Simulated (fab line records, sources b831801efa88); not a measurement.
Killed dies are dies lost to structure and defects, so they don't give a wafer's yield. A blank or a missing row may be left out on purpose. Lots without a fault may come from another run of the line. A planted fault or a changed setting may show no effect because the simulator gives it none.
Chamber matching | flow gf180mcu | GF_CONTACT_CMP_27 on cmp-01: 4 sister chambers
The step polishes, stops on SiO2, t overpolish 15 s, target thk 0 nm. 4 wafers are shown with their chamber, then 8 later ones without.

WAFERS WITH THEIR CHAMBER
wafer  | chamber | motor_current_A (A)
L440.1 | 0       | 11.3
L445.3 | 1       | 11.1
L445.5 | 3       | 10.0
L446.2 | 2       | 11.3

WAFERS WITHOUT THEIR CHAMBER
wafer  | motor_current_A (A)
L446.4 | 11.6
L446.5 | 11.5
L449.1 | 10.8
L449.3 | 10.3
L449.5 | 12.0
L451.2 | 10.3
L451.4 | 11.2
L451.6 | 10.6

WHICH CHAMBER EACH WENT THROUGH
wafer  | from the rows above               | in truth
L446.4 | can't be placed: 0 or 2 or 1      | 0
L446.5 | can't be placed: 0 or 2 or 1      | 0
L449.1 | can't be placed: 1 or 0 or 2 or 3 | 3
L449.3 | can't be placed: 3 or 1 or 0 or 2 | 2
L449.5 | can't be placed: 0 or 2 or 1      | 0
L451.2 | can't be placed: 3 or 1 or 0 or 2 | 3
L451.4 | can't be placed: 1 or 0 or 2      | 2
L451.6 | can't be placed: 1 or 3 or 0 or 2 | 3
Placed correctly: 0 of 8. Can't be placed from these rows: 8 (the true chamber is among the candidates in 8). Placed wrongly: 0.
How it was worked out, from the rows above alone: a wafer's distance from a chamber is the root of the sum, over the readings, of the square of ((its reading less the chamber's mean) divided by the reading's scatter). The wafer belongs to the nearest chamber; if the next one is less than 2 further off, it can't be placed. A chamber's mean is the mean of its shown wafers. The scatter: with one shown wafer a chamber, the root of the mean of the squares of how far each hidden wafer lies from its nearest shown one.
